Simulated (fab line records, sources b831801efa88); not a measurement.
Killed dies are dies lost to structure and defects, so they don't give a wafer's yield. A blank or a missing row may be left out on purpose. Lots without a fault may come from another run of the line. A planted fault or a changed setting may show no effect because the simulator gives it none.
fab line records | flow sky130
record lots=7 wafers=21 last_day=50
route steps=708 shown PWDE@53 NWELL@56 PAD_OPEN@708
lots that met no fault: from a run of the same line without faults
start_h: hours from the record's first day to the start of the lot's first wafer shown | wait_h: hours since the lot's step before | " the same as in the row above | L1.1+2: a row that stands for several wafers | - no value, or no start given | * or withheld: withheld | < > ~ a bound
route shown NAME@n: a module of which the file shows steps, and the number in the route of the first | usual: mean/standard deviation of fault-free wafers | same: alike in all rows | chamber/n: place in a boat | sites: the reading at each site | _std_site: their standard deviation | _edge_site: outer sites' mean less inner sites' | radius_mm: how far each site lies from the wafer's centre | mask NAME#n: copy n | behind: the tool/chamber that last shaped the wafer | hold: why the lot was held/for how many hours/how that ended | device: the transistor (n, p or np) that didn't switch | end of line: the same wafers' tests at the end of the route | a step without rows: its recipe alone | killed: dies lost to structure and defects at the first sort, not the wafer's yield | map: a wafer's dies, x killed, . not, _ none there
set.NAME: the setting as run; set.NAME@STEP: as run at that earlier step | model.NAME: the simulator's own value behind a step, which no gauge read
lots at some steps of the route; a table a step, a row a wafer
services: from which hour (start_h, from the record's first day; less than 0 if before it) a tool's chamber was out of use, for how many hours, and why
## steps
# step SKY_PWDE_IMPLANT_08
# recipe species=B energy_kev=150 dose_cm2=3.6e+12 tilt_deg=withheld
# step SKY_PWDE_STRIP_09
# recipe chemistry=O2/N2 power_w=1400 pressure_mtorr=1500 platen_temp_c=withheld o2_flow_sccm=3000 n2_flow_sccm=300 overash_fraction=0.5
# usual chamber_pressure_mTorr=1500.1/1.5 drypump_motor_current_A=5.8/0.47 n2_flow_sccm=300.0/0.85 oes_product_au=0.723/0.0047 strip_time_to_endpoint_s=36.90/0.1
# columns lot.wafer tool chamber start_h wait_h chamber_pressure_mTorr drypump_motor_current_A n2_flow_sccm oes_product_au rf_hours_counter_h strip_time_to_endpoint_s
L785.1 plasma_asher-01 0 66.90 0.1 1500.4 6.3 301.1 0.719 40 36.85
L785.4 " 0 " " 1500.1 6.2 299.3 0.716 - 36.95
L785.5 " 1 " " 1499.3 5.6 300.1 0.723 - 36.81
L786.1 plasma_asher-01 1 77.55 0.1 1500.5 5.6 299.7 0.716 41 36.99
L786.2 " 0 " " 1499.2 6.3 299.6 0.725 41 36.96
L786.3 " 1 " " 1500.5 5.6 298.3 0.717 - 36.99
L789.1 plasma_asher-03 0 92.05 0.1 1497.4 5.5 299.6 0.721 37 36.84
L789.2 " 1 " " 1497.5 6.4 301.5 0.723 37 36.91
L789.5 " 1 " " 1499.2 6.4 301.4 0.717 - 36.79
L794.2 plasma_asher-01 1 121.27 0.1 1499.8 5.6 299.5 0.726 45 37.00
L794.4 " 0 " " 1500.0 6.3 299.9 0.722 - 36.89
L794.6 " 1 " " 1497.4 5.6 298.7 0.719 - 36.90
L800.1 plasma_asher-03 1 158.47 0.1 1499.4 6.4 300.4 0.719 44 36.80
L800.3 " 1 " " 1499.1 6.4 301.2 0.716 - 36.80
L800.4 " 0 " " 1500.5 5.5 300.0 0.725 - 36.77
L802.1 plasma_asher-04 0 166.10 0.1 1500.4 5.1 300.0 0.724 4 36.75
L802.4 " 0 " " 1500.5 5.1 300.2 0.724 - 36.90
L802.6 " 1 " " 1500.0 5.6 300.9 0.733 - 36.82
L808.2 plasma_asher-04 1 210.67 0.1 1497.5 5.6 299.0 0.725 9 37.08
L808.3 " 0 " " 1500.2 5.0 301.2 0.722 - 36.98
L808.6 " 1 " " 1500.5 5.6 299.8 0.717 - 36.92
# step SKY_PWDE_TW_MEAS_10
# usual PWDE_TW=379/3.3
# columns lot.wafer tool chamber start_h wait_h PWDE_TW
L785.1 film_metro-03 - 67.00 0.1 380
L785.4 " - " " 378
L785.5 " - " " 380
L786.1 film_metro-04 - 77.65 0.1 372
L786.2 " - " " 373
L786.3 " - " " 374
L789.1 film_metro-04 - 92.15 0.1 374
L789.2 " - " " 374
L789.5 " - " " 374
L794.2 film_metro-01 - 121.38 0.1 379
L794.4 " - " " 376
L794.6 " - " " 378
L800.1 film_metro-04 - 158.57 0.1 375
L800.3 " - " " 378
L800.4 " - " " 373
L802.1 film_metro-03 - 166.20 0.1 383
L802.4 " - " " 382
L802.6 " - " " 382
L808.2 film_metro-03 - 210.78 0.1 382
L808.3 " - " " 380
L808.6 " - " " 380
# step SKY_NWELL_DEHYDRATE_03
# recipe temp_c=200 time_s=60
# step SKY_NWELL_HMDS_04
# recipe prime_time_s=57.78 prime_temp_c=120
# step SKY_NWELL_COAT_05
# recipe spin_rpm=2000 resist_thk_nm=3000
# step SKY_NWELL_SOFTBAKE_06
# recipe temp_c=110 time_s=withheld
# step SKY_NWELL_EXPOSE_07
# recipe mask_id=NWM na=0.6 source_shape=conventional sigma_outer=0.6 polarization=unpolarized target_cd_nm=840 dose_mj=255
# step SKY_NWELL_PEB_08
# recipe temp_c=115 time_s=withheld
# step SKY_NWELL_DEVELOP_09
# recipe wall_angle_deg=90 developer=TMAH develop_time_s=60 dev_temp_c=23
# step SKY_NWELL_OVL_MEAS_10
# usual NWELL_00_OVL=0.3/1.4
# columns lot.wafer tool chamber start_h wait_h NWELL_00_OVL[nm]
L785.1 overlay-02 - 84.07 - -1.4
L785.4 " - " " 0.5
L785.5 " - " " -1.8
L786.1 overlay-02 - 94.83 - -0.6
L786.2 " - " " 0.4
L786.3 " - " " 0.1
L789.1 overlay-02 - 109.53 - -1.2
L789.2 " - " " -0.4
L789.5 " - " " -1.0
L794.2 overlay-01 - 139.22 - 0.0
L794.4 " - " " -1.6
L794.6 " - " " 1.4
L800.1 overlay-02 - 178.12 - 1.4
L800.3 " - " " 0.5
L800.4 " - " " 0.0
L802.1 overlay-01 - 186.22 - -1.7
L802.4 " - " " -1.5
L802.6 " - " " -0.6
L808.2 overlay-01 - 232.92 - 0.9
L808.3 " - " " -0.2
L808.6 " - " " -0.6
# step SKY_NWELL_IMPLANT_11
# recipe species=P energy_kev=400 dose_cm2=1.9e+13 tilt_deg=withheld
# step SKY_NWELL_IMPLANT_12
# recipe species=P energy_kev=120 dose_cm2=1.3e+12 tilt_deg=withheld
# usual end_station_pressure_torr=5e-06/2.5e-07
# columns lot.wafer tool chamber start_h wait_h end_station_pressure_torr
L785.1 implanter-04 0 84.25 0.1 5.32e-06
L785.4 " 0 " " 5.3e-06
L785.5 " 0 " " 4.92e-06
L785.1 implanter-04 0 84.57 0.3 5.06e-06
L785.4 " 0 " " 4.75e-06
L785.5 " 0 " " 5.02e-06
L786.1 implanter-04 0 95.02 0.1 5.25e-06
L786.2 " 0 " " 4.99e-06
L786.3 " 0 " " 5.13e-06
L789.1 implanter-02 0 109.72 0.1 5.03e-06
L789.2 " 0 " " 4.72e-06
L789.5 " 0 " " 4.72e-06
L789.1 implanter-02 0 110.04 0.3 4.66e-06
L789.2 " 0 " " 4.77e-06
L789.5 " 0 " " 5.22e-06
L794.2 implanter-02 0 139.43 0.1 5.23e-06
L794.4 " 0 " " 5.03e-06
L794.6 " 0 " " 4.91e-06
L794.2 implanter-02 0 139.74 0.3 4.48e-06
L794.4 " 0 " " 4.71e-06
L794.6 " 0 " " 4.69e-06
L800.1 implanter-02 0 178.30 0.1 5.2e-06
L800.3 " 0 " " 5.15e-06
L800.4 " 0 " " 4.83e-06
L802.1 implanter-03 0 186.40 0.1 4.83e-06
L802.4 " 0 " " 4.77e-06
L802.6 " 0 " " 5.04e-06
L808.2 implanter-02 0 233.13 0.1 5.04e-06
L808.3 " 0 " " 5.35e-06
L808.6 " 0 " " 5.19e-06
# step SKY_NWELL_IMPLANT_13
# recipe species=P energy_kev=50 dose_cm2=7e+11 tilt_deg=withheld
# step SKY_NWELL_STRIP_14
# recipe chemistry=O2/N2 power_w=1400 pressure_mtorr=1500 platen_temp_c=withheld o2_flow_sccm=3000 n2_flow_sccm=300 overash_fraction=0.5
# usual chamber_pressure_mTorr=1500.0/1.5 drypump_motor_current_A=6.0/0.34 n2_flow_sccm=300.0/0.85 oes_product_au=0.722/0.0045 strip_time_to_endpoint_s=36.96/0.1
# columns lot.wafer tool chamber start_h wait_h chamber_pressure_mTorr drypump_motor_current_A n2_flow_sccm oes_product_au rf_hours_counter_h strip_time_to_endpoint_s
L785.1 plasma_asher-03 1 85.06 0.3 1500.8 6.4 300.9 0.723 36 36.89
L785.4 " 0 " " 1500.0 5.4 302.0 0.728 - 36.88
L785.5 " 0 " " 1500.4 5.4 299.4 0.727 - 36.84
L786.1 plasma_asher-02 1 95.32 0.1 1502.6 6.2 299.7 0.721 27 36.85
L786.2 " 0 " " 1498.6 6.1 300.0 0.723 27 36.73
L786.3 " 0 " " 1501.0 6.1 300.3 0.721 - 36.72
L789.1 plasma_asher-02 0 110.34 0.1 1500.0 6.1 301.0 0.725 29 36.98
L789.2 " 1 " " 1496.4 6.2 298.7 0.712 29 36.94
L789.5 " 0 " " 1498.9 6.1 300.7 0.719 - 36.86
L794.2 plasma_asher-01 1 140.02 0.1 1499.7 5.6 300.2 0.721 47 36.92
L794.4 " 1 " " 1501.8 5.6 300.4 0.722 - 36.82
L794.6 " 0 " " 1498.7 6.3 299.6 0.723 - 36.90
L800.1 plasma_asher-03 1 178.60 0.1 1500.9 6.4 298.8 0.722 46 36.93
L800.3 " 0 " " 1501.3 5.4 298.4 0.722 - 36.99
L800.4 " 1 " " 1498.3 6.4 300.3 0.727 - 36.94
L802.1 plasma_asher-02 1 186.70 0.1 1500.8 6.2 299.3 0.719 37 37.04
L802.4 " 1 " " 1501.6 6.3 300.0 0.728 - 37.07
L802.6 " 0 " " 1500.5 6.1 300.4 0.721 - 36.93
L808.2 plasma_asher-03 1 233.40 0.1 1499.8 6.4 300.4 0.725 52 37.06
L808.3 " 0 " " 1498.3 5.5 300.6 0.732 - 36.96
L808.6 " 0 " " 1501.9 5.4 301.9 0.720 - 36.99
# step SKY_NWELL_TW_MEAS_15
# usual NWELL_TW=1839/15
# columns lot.wafer tool chamber start_h wait_h NWELL_TW
L785.1 film_metro-03 - 85.16 0.1 1869
L785.4 " - " " 1865
L785.5 " - " " 1875
L786.1 film_metro-03 - 95.42 0.1 1851
L786.2 " - " " 1857
L786.3 " - " " 1855
L789.1 film_metro-01 - 110.44 0.1 1849
L789.2 " - " " 1844
L789.5 " - " " 1857
L794.2 film_metro-04 - 140.13 0.1 1850
L794.4 " - " " 1853
L794.6 " - " " 1859
L800.1 film_metro-04 - 178.70 0.1 1826
L800.3 " - " " 1830
L800.4 " - " " 1834
L802.1 film_metro-01 - 186.80 0.1 1849
L802.4 " - " " 1860
L802.6 " - " " 1845
L808.2 film_metro-04 - 233.51 0.1 1824
L808.3 " - " " 1828
L808.6 " - " " 1818
# step SKY_NWELL_DEHYDRATE_16
# recipe temp_c=200 time_s=60
# step SKY_NWELL_HMDS_17
# recipe prime_time_s=60 prime_temp_c=120
# step SKY_NWELL_COAT_18
# recipe spin_rpm=2000 resist_thk_nm=3000
# step SKY_NWELL_SOFTBAKE_19
# recipe temp_c=110 time_s=withheld
# step SKY_NWELL_EXPOSE_20
# recipe mask_id=NWM_COMPLEMENT na=0.6 source_shape=conventional sigma_outer=0.6 polarization=unpolarized target_cd_nm=840 dose_mj=260
# step SKY_NWELL_PEB_21
# recipe temp_c=115 time_s=withheld
# step SKY_NWELL_DEVELOP_22
# recipe wall_angle_deg=90 developer=TMAH develop_time_s=60 dev_temp_c=23
# step SKY_NWELL_OVL_MEAS_23
# usual NWELL_01_OVL=-0.2/1.5
# columns lot.wafer tool chamber start_h wait_h NWELL_01_OVL[nm]
L785.1 overlay-02 - 101.37 - 0.1
L785.4 " - " " 0.4
L785.5 " - " " -0.3
L786.1 overlay-02 - 113.52 - 0.4
L786.2 " - " " -1.0
L786.3 " - " " -0.4
L789.1 overlay-01 - 127.48 - -0.6
L789.2 " - " " -0.2
L789.5 " - " " 0.0
L794.2 overlay-02 - 157.94 - 0.9
L794.4 " - " " -1.1
L794.6 " - " " 0.0
L800.1 overlay-01 - 199.08 - -1.2
L800.3 " - " " 0.6
L800.4 " - " " -2.4
L802.1 overlay-01 - 208.52 - -1.8
L802.4 " - " " -3.0
L802.6 " - " " -3.0
L808.2 overlay-02 - 257.27 - 0.8
L808.3 " - " " -2.1
L808.6 " - " " -1.9
# step SKY_NWELL_IMPLANT_24
# recipe species=B energy_kev=140 dose_cm2=9.2e+12 tilt_deg=withheld
# step SKY_NWELL_STRIP_25
# recipe chemistry=O2/N2 power_w=1400 pressure_mtorr=1500 platen_temp_c=withheld o2_flow_sccm=3000 n2_flow_sccm=300 overash_fraction=0.5
# usual chamber_pressure_mTorr=1500.1/1.4 drypump_motor_current_A=6.0/0.35 n2_flow_sccm=300.0/0.82 oes_product_au=0.722/0.0047 strip_time_to_endpoint_s=36.93/0.09
# columns lot.wafer tool chamber start_h wait_h chamber_pressure_mTorr drypump_motor_current_A n2_flow_sccm oes_product_au rf_hours_counter_h strip_time_to_endpoint_s
L785.1 plasma_asher-03 1 101.55 0.1 1502.3 6.4 301.1 0.723 38 37.06
L785.4 " 1 " " 1500.3 6.4 300.3 0.725 - 37.00
L785.5 " 1 " " 1504.0 6.4 300.6 0.719 - 36.94
L786.1 plasma_asher-02 0 113.70 0.1 1500.1 6.1 300.7 0.719 29 36.98
L786.2 " 1 " " 1500.9 6.3 300.4 0.717 29 36.90
L786.3 " 0 " " 1502.2 6.1 300.8 0.730 - 36.86
L789.1 plasma_asher-02 0 127.67 0.1 1501.2 6.1 300.1 0.721 31 36.87
L789.2 " 1 " " 1498.5 6.3 299.1 0.726 31 36.89
L789.5 " 0 " " 1497.8 6.1 301.4 0.725 - 36.92
L794.2 plasma_asher-01 0 158.12 0.1 1498.4 6.3 301.4 0.722 49 36.87
L794.4 " 0 " " 1501.2 6.3 299.4 0.715 - 36.88
L794.6 " 1 " " 1501.0 5.6 299.7 0.710 - 36.98
L800.1 plasma_asher-01 0 199.27 0.1 1498.4 6.2 299.5 0.726 52 36.82
L800.3 " 0 " " 1499.4 6.3 299.6 0.717 - 36.97
L800.4 " 1 " " 1500.7 5.6 300.2 0.728 - 37.01
L802.1 plasma_asher-03 1 208.70 0.1 1501.2 6.4 298.8 0.732 49 36.99
L802.4 " 1 " " 1501.6 6.5 299.8 0.722 - 36.95
L802.6 " 1 " " 1499.3 6.4 299.6 0.715 - 37.07
L808.2 plasma_asher-01 0 257.45 0.1 1499.9 6.3 301.0 0.719 57 36.93
L808.3 " 1 " " 1499.4 5.6 298.9 0.721 - 36.84
L808.6 " 0 " " 1498.6 6.3 300.2 0.728 - 36.79
# step SKY_NWELL_TW_MEAS_26
# usual NWELL_2_TW=501/4
# columns lot.wafer tool chamber start_h wait_h NWELL_2_TW
L785.1 film_metro-01 - 101.65 0.1 497
L785.4 " - " " 499
L785.5 " - " " 498
L786.1 film_metro-04 - 113.80 0.1 497
L786.2 " - " " 500
L786.3 " - " " 497
L789.1 film_metro-03 - 127.77 0.1 504
L789.2 " - " " 505
L789.5 " - " " 502
L794.2 film_metro-04 - 158.23 0.1 496
L794.4 " - " " 498
L794.6 " - " " 498
L800.1 film_metro-04 - 199.37 0.1 497
L800.3 " - " " 497
L800.4 " - " " 497
L802.1 film_metro-01 - 208.80 0.1 507
L802.4 " - " " 502
L802.6 " - " " 503
L808.2 film_metro-01 - 257.56 0.1 499
L808.3 " - " " 499
L808.6 " - " " 500
# step SKY_NWELL_CLEAN_27
# recipe chemistry=SC1/SC2 mix=1:4:20 temp_c=70 time_s=150 dry=n2_spin
# step SKY_NWELL_RTA_28
# recipe temp_c=1050 time_s=30 idle_temp_c=650 ramp_up_c_per_s=150 ramp_down_c_per_s=90 ambient=N2
# usual lamp_power_pct=25.30/0.054 ramp_down_c_per_s=90.000/0.017 wafer_temp_C_max=1054.8/1
# columns lot.wafer tool chamber start_h wait_h lamp_power_pct ramp_down_c_per_s wafer_temp_C_max
L785.1 rtp_anneal-02 0 101.76 0.0 25.20 89.953 1054.5
L785.4 " 0 " " 25.43 89.982 1056.8
L785.5 " 0 " " 25.18 89.996 1055.3
L786.1 rtp_anneal-01 0 113.91 0.0 25.37 90.037 1053.7
L786.2 " 0 " " 25.31 90.021 1053.9
L786.3 " 0 " " 25.28 89.991 1056.0
L789.1 rtp_anneal-02 0 127.88 0.0 25.25 89.983 1054.7
L789.2 " 0 " " 25.30 90.011 1054.4
L789.5 " 0 " " 25.28 89.995 1054.0
L794.2 rtp_anneal-01 0 158.34 0.0 25.28 90.009 1053.7
L794.4 " 0 " " 25.40 90.027 1054.3
L794.6 " 0 " " 25.30 90.026 1055.8
L800.1 rtp_anneal-02 0 199.53 0.0 25.25 90.014 1054.2
L800.3 " 0 " " 25.31 89.998 1053.9
L800.4 " 0 " " 25.32 90.005 1054.6
L802.1 rtp_anneal-02 0 208.97 0.0 25.34 90.019 1054.3
L802.4 " 0 " " 25.33 89.966 1053.7
L802.6 " 0 " " 25.33 89.997 1054.3
L808.2 rtp_anneal-02 0 257.74 0.0 25.32 89.999 1054.2
L808.3 " 0 " " 25.39 90.006 1053.7
L808.6 " 0 " " 25.25 89.991 1054.7
# step SKY_NWELL_RS_MEAS_29
# recipe thk_meas_gauge=four-point-probe
# usual NWELL_RS=624.7/1.5
# columns lot.wafer tool chamber start_h wait_h NWELL_RS[ohm/sq]
L785.1 film_metro-04 - 101.86 0.1 592.5
L785.4 " - " " 592.3
L785.5 " - " " 593.5
L785.1 film_metro-04 - 102.22 0.3 593.1
L785.4 " - " " 593.8
L785.5 " - " " 593.8
L786.1 film_metro-03 - 114.31 0.3 623.1
L786.2 " - " " 623.6
L786.3 " - " " 623.1
L789.1 film_metro-04 - 127.98 0.1 593.7
L789.2 " - " " 594.3
L789.5 " - " " 594.2
L789.1 film_metro-04 - 128.34 0.3 594.3
L789.2 " - " " 593.1
L789.5 " - " " 593.8
L794.2 film_metro-01 - 158.45 0.1 594.5
L794.4 " - " " 594.7
L794.6 " - " " 595.8
L794.2 film_metro-01 - 158.81 0.3 595.5
L794.4 " - " " 594.2
L794.6 " - " " 595.2
L800.1 film_metro-01 - 199.63 0.1 622.2
L800.3 " - " " 624.8
L800.4 " - " " 622.0
L802.1 film_metro-03 - 209.07 0.1 626.8
L802.4 " - " " 625.3
L802.6 " - " " 627.0
L808.2 film_metro-03 - 257.84 0.1 626.2
L808.3 " - " " 625.0
L808.6 " - " " 626.7
# step SKY_PAD_OPEN_PROBE_99
# usual killed_at_M0_to_M3=45/6.9 killed_at_M4_up=3.2/1.8 killed_at_contacts=25/5.3 killed_at_front_end=16/4.3 killed_at_other=0.2/0.52 killed_dies=88/8.7 killed_on_rim=18/3.6 killed_open=48/6.5 killed_short=40/6
# same gross_dies=492 killed_at_back_side=0
# columns lot.wafer tool chamber start_h wait_h killed_at_M0_to_M3 killed_at_M4_up killed_at_contacts killed_at_front_end killed_at_other killed_dies killed_on_rim killed_open killed_short model.etest.pfet_16v.r_on_ohm_um model.etest.nfet_16v.r_on_ohm_um model.etest.pfet_g5v0d10v5.r_on_ohm_um model.etest.tip_p.rs_ohm_sq model.etest.tip_p_5v.rs_ohm_sq model.etest.pfet_01v8.r_on_ohm_um model.etest.pfet_g5v0d10v5.drive_ua_um model.etest.pfet_01v8_lvt.drive_ua_um
L785.1 prober-01 - 1068.88 0.1 44 3 20 4 1 72 17 47 25 1.603e+04 1.349e+04 5229 7232 3059 3090 300.5 144.6
L785.4 prober-01 - 1069.03 0.2 56 4 23 14 0 97 20 54 43 1.608e+04 1.353e+04 5119 7260 3021 3041 302.4 145.8
L785.5 prober-01 - 1069.08 0.2 50 3 29 19 0 101 16 53 47 1.614e+04 1.35e+04 5112 7259 3027 3064 304.5 147.1
L786.1 prober-02 - 1083.28 0.1 41 4 23 12 0 80 16 45 35 1.515e+04 1.413e+04 4646 6808 2840 2804 353.2 177.8
L786.2 prober-02 - 1083.33 0.1 52 1 25 9 1 88 19 49 38 1.499e+04 1.412e+04 4634 6857 2852 2891 351.4 175
L786.3 prober-02 - 1083.38 0.2 31 3 26 18 0 78 17 43 34 1.502e+04 1.406e+04 4637 6832 2866 2822 354.5 178.3
L789.1 prober-01 - 1111.33 0.1 30 3 30 21 0 84 15 41 41 1.595e+04 1.342e+04 5281 7241 3102 3019 295.4 146.4
L789.2 prober-01 - 1111.38 0.1 45 5 26 16 0 92 8 54 38 1.635e+04 1.334e+04 5299 7215 3100 3015 296.7 146.2
L789.5 prober-01 - 1111.53 0.2 47 3 33 16 0 99 16 56 43 1.601e+04 1.332e+04 5266 7191 3073 3027 295.4 146.4
L794.2 prober-02 - 1127.01 0.1 45 3 35 12 0 95 23 56 39 1.608e+04 1.348e+04 5343 7227 3102 3027 292 143.5
L794.4 prober-02 - 1127.11 0.2 51 3 25 16 0 95 18 45 50 1.623e+04 1.336e+04 5253 7293 3102 3008 297.5 145.9
L794.6 prober-02 - 1127.21 0.2 40 3 24 14 0 81 19 47 34 1.59e+04 1.333e+04 5317 7286 3104 3036 294.2 144.9
L800.1 prober-02 - 1173.14 0.1 51 3 20 17 1 92 20 48 44 1.559e+04 1.404e+04 4729 6755 2860 2888 346.1 171.6
L800.3 prober-02 - 1173.24 0.2 47 7 19 11 0 84 23 44 40 1.524e+04 1.405e+04 4770 6720 2854 2907 341.7 170
L800.4 prober-02 - 1173.29 0.2 45 6 25 20 2 98 15 51 47 1.541e+04 1.393e+04 4734 6773 2855 2911 347.2 171.5
L802.1 prober-02 - 1179.83 0.1 39 2 24 20 1 86 13 47 39 1.56e+04 1.427e+04 4778 6942 2873 2876 340.5 173.9
L802.4 prober-02 - 1179.98 0.2 46 4 30 17 0 97 15 59 38 1.532e+04 1.411e+04 4714 6900 2878 2898 341.8 174.6
L802.6 prober-02 - 1180.08 0.2 48 2 25 30 0 105 16 60 45 1.602e+04 1.426e+04 4736 6995 2884 2902 337.3 173.7
L808.2 prober-01 - 1208.01 0.1 29 1 25 15 0 70 17 42 28 1.483e+04 1.403e+04 4650 6729 2839 2756 346.7 179.8
L808.3 prober-01 - 1208.06 0.2 45 0 29 15 0 89 18 46 43 1.514e+04 1.419e+04 4730 6650 2836 2775 348.1 178.5
L808.6 prober-01 - 1208.21 0.2 46 1 36 12 0 95 18 58 37 1.491e+04 1.412e+04 4753 6677 2829 2781 343.1 178.5
# killed by level:class
L785.1 VIA1:geometric_particle:open=11 VIA2:geometric_particle:open=10 CONTACT:geometric_particle:open=8 METAL1:geometric_particle:short=5 LI_CONTACT:geometric_particle:open=4 CONTACT:geometric_particle:short=4 VIA3:geometric_particle:open=4 METAL2:geometric_particle:short=4
L785.4 VIA1:geometric_particle:open=14 METAL1:geometric_particle:short=11 CONTACT:geometric_particle:open=11 VIA3:geometric_particle:open=8 VIA1:geometric_particle:short=7 VIA2:geometric_particle:open=6 VIA3:geometric_particle:short=4 FIELD_ISO:geometric_particle:open=3
L785.5 VIA1:geometric_particle:open=12 CONTACT:geometric_particle:open=11 METAL2:geometric_particle:short=10 POLY_GATE:geometric_particle:short=6 LI_CONTACT:geometric_particle:open=6 LOCAL_INTERCONNECT:geometric_particle:short=6 VIA1:geometric_particle:short=6 VIA3:geometric_particle:open=5
L786.1 CONTACT:geometric_particle:short=9 VIA1:geometric_particle:open=8 VIA3:geometric_particle:open=8 LI_CONTACT:geometric_particle:open=6 CONTACT:geometric_particle:open=6 VIA2:geometric_particle:open=5 POLY_GATE:geometric_particle:open=4 METAL1:geometric_particle:short=4
L786.2 VIA2:geometric_particle:open=13 VIA1:geometric_particle:open=12 LI_CONTACT:geometric_particle:open=7 CONTACT:geometric_particle:open=7 LOCAL_INTERCONNECT:geometric_particle:short=5 METAL3:geometric_particle:short=5 VIA3:geometric_particle:short=5 METAL1:geometric_particle:short=4
L786.3 CONTACT:geometric_particle:open=8 LI_CONTACT:geometric_particle:open=7 VIA1:geometric_particle:open=6 FIELD_ISO:geometric_particle:open=5 FIELD_ISO:geometric_particle:short=5 VIA2:geometric_particle:open=4 METAL1:geometric_particle:short=4 LI_CONTACT:geometric_particle:short=4
L789.1 CONTACT:geometric_particle:short=12 CONTACT:geometric_particle:open=8 LI_CONTACT:geometric_particle:open=7 VIA2:geometric_particle:open=7 VIA1:geometric_particle:open=6 POLY_GATE:geometric_particle:short=5 FIELD_ISO:geometric_particle:short=4 VIA3:geometric_particle:open=4
L789.2 CONTACT:geometric_particle:open=12 VIA1:geometric_particle:open=10 VIA2:geometric_particle:open=9 FIELD_ISO:geometric_particle:open=6 VIA3:geometric_particle:open=5 LI_CONTACT:geometric_particle:open=5 CONTACT:geometric_particle:short=5 FIELD_ISO:geometric_particle:short=4
L789.5 CONTACT:geometric_particle:open=10 VIA1:geometric_particle:open=9 LI_CONTACT:geometric_particle:open=8 VIA3:geometric_particle:open=8 LOCAL_INTERCONNECT:geometric_particle:short=6 CONTACT:geometric_particle:short=6 VIA2:geometric_particle:open=5 POLY_GATE:geometric_particle:short=5
L794.2 CONTACT:geometric_particle:open=16 VIA1:geometric_particle:open=10 VIA2:geometric_particle:open=9 LI_CONTACT:geometric_particle:open=7 METAL1:geometric_particle:short=6 LOCAL_INTERCONNECT:geometric_particle:short=5 VIA3:geometric_particle:open=5 FIELD_ISO:geometric_particle:short=4
L794.4 VIA1:geometric_particle:open=10 VIA1:geometric_particle:short=8 FIELD_ISO:geometric_particle:short=7 CONTACT:geometric_particle:short=7 VIA3:geometric_particle:open=7 VIA2:geometric_particle:open=6 VIA3:geometric_particle:short=5 CONTACT:geometric_particle:open=5
L794.6 VIA1:geometric_particle:open=11 CONTACT:geometric_particle:open=10 VIA2:geometric_particle:open=8 FIELD_ISO:geometric_particle:short=7 METAL2:geometric_particle:short=6 LI_CONTACT:geometric_particle:open=5 CONTACT:geometric_particle:short=4 VIA1:geometric_particle:short=4
L800.1 VIA1:geometric_particle:short=11 VIA1:geometric_particle:open=9 CONTACT:geometric_particle:open=8 VIA2:geometric_particle:open=7 FIELD_ISO:geometric_particle:open=5 CONTACT:geometric_particle:short=5 VIA3:geometric_particle:open=5 FIELD_ISO:geometric_particle:short=4
L800.3 VIA1:geometric_particle:open=10 METAL2:geometric_particle:short=9 LI_CONTACT:geometric_particle:open=8 FIELD_ISO:geometric_particle:open=6 CONTACT:geometric_particle:open=6 METAL1:geometric_particle:short=6 VIA1:geometric_particle:short=5 METAL4:geometric_particle:short=5
L800.4 VIA1:geometric_particle:short=8 VIA3:geometric_particle:open=8 LI_CONTACT:geometric_particle:open=8 FIELD_ISO:geometric_particle:open=7 CONTACT:geometric_particle:open=7 VIA1:geometric_particle:open=7 METAL2:geometric_particle:short=6 LOCAL_INTERCONNECT:geometric_particle:short=5
L802.1 LI_CONTACT:geometric_particle:open=9 POLY_GATE:geometric_particle:short=7 CONTACT:geometric_particle:open=7 VIA1:geometric_particle:open=7 POLY_GATE:geometric_particle:open=6 VIA3:geometric_particle:short=6 LOCAL_INTERCONNECT:geometric_particle:short=5 VIA1:geometric_particle:short=5
L802.4 VIA1:geometric_particle:open=13 CONTACT:geometric_particle:open=11 LI_CONTACT:geometric_particle:open=9 VIA2:geometric_particle:open=9 POLY_GATE:geometric_particle:short=6 POLY_GATE:geometric_particle:open=6 METAL2:geometric_particle:short=5 CONTACT:geometric_particle:short=5
L802.6 CONTACT:geometric_particle:open=11 VIA1:geometric_particle:open=10 POLY_GATE:geometric_particle:open=9 POLY_GATE:geometric_particle:short=9 VIA3:geometric_particle:open=9 LI_CONTACT:geometric_particle:open=7 VIA1:geometric_particle:short=6 METAL2:geometric_particle:short=6
L808.2 CONTACT:geometric_particle:open=10 VIA1:geometric_particle:open=10 LOCAL_INTERCONNECT:geometric_particle:short=5 FIELD_ISO:geometric_particle:open=4 LI_CONTACT:geometric_particle:open=4 VIA2:geometric_particle:open=4 FIELD_ISO:geometric_particle:short=3 CONTACT:geometric_particle:short=3
L808.3 VIA1:geometric_particle:open=10 LI_CONTACT:geometric_particle:open=8 CONTACT:geometric_particle:open=7 VIA3:geometric_particle:open=7 LI_CONTACT:geometric_particle:short=6 METAL3:geometric_particle:short=6 FIELD_ISO:geometric_particle:short=4 VIA2:geometric_particle:open=4
L808.6 VIA1:geometric_particle:open=12 LI_CONTACT:geometric_particle:open=11 LOCAL_INTERCONNECT:geometric_particle:short=9 VIA3:geometric_particle:open=8 CONTACT:geometric_particle:open=8 VIA2:geometric_particle:open=6 POLY_GATE:geometric_particle:open=5 METAL3:geometric_particle:short=4
## services
# columns tool chamber start_h hours kind
implanter-04 - 89.21 4.3 repair
implanter-03 - 95.84 3.4 repair
plasma_asher-01 - 95.98 0.7 repair
plasma_asher-04 - 108.75 9.0 pm
plasma_asher-04 0 108.75 9.0 vent_cycle
plasma_asher-04 1 108.75 9.0 vent_cycle
plasma_asher-04 0 117.75 - clean
plasma_asher-04 1 117.75 - clean
plasma_asher-04 - 133.37 2.8 pm
implanter-02 - 135.74 1.9 repair
implanter-03 - 141.56 2.7 repair
plasma_asher-01 - 172.80 12.2 repair
implanter-04 - 174.01 1.5 repair
implanter-02 - 185.41 2.0 repair
rtp_anneal-01 - 196.69 92.2 pm
plasma_asher-02 - 241.67 2.8 pm
implanter-04 - 244.49 1.4 repair
## key
first_sign step=SKY_NWELL_IMPLANT_12 reading=visit direction=added
effect step=SKY_NWELL_TW_MEAS_15 reading=NWELL_TW direction=up sigmas=1.3 usual=1839 struck=1858
effect step=SKY_NWELL_RS_MEAS_29 reading=visit direction=added
effect step=SKY_NWELL_RS_MEAS_29 reading=NWELL_RS direction=down sigmas=21 usual=624.7 struck=593.9
model_effect step=SKY_PAD_OPEN_PROBE_99 value=etest.pfet_16v.r_on_ohm_um without=1.536e+04 struck=1.609e+04
met_at SKY_NWELL_IMPLANT_12
struck_wafers L785.1,L785.4,L785.5,L789.1,L789.2,L789.5,L794.2,L794.4,L794.6
tester_left_out L785,L789,L794
fault kind=repeated_step_whole tool=implanter-02,implanter-03,implanter-04 chamber=- onset_h=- steps=SKY_NWELL_IMPLANT_12 times=1 scope=struck_lots_only
# tester_left_out: of these lots the tester's yield and bins aren't shown, on N5 and GAA mostly nor the transistor test; their killed dies are dies lost to structure and defects alone, not to doping, threshold or leakage, so they don't give the yield
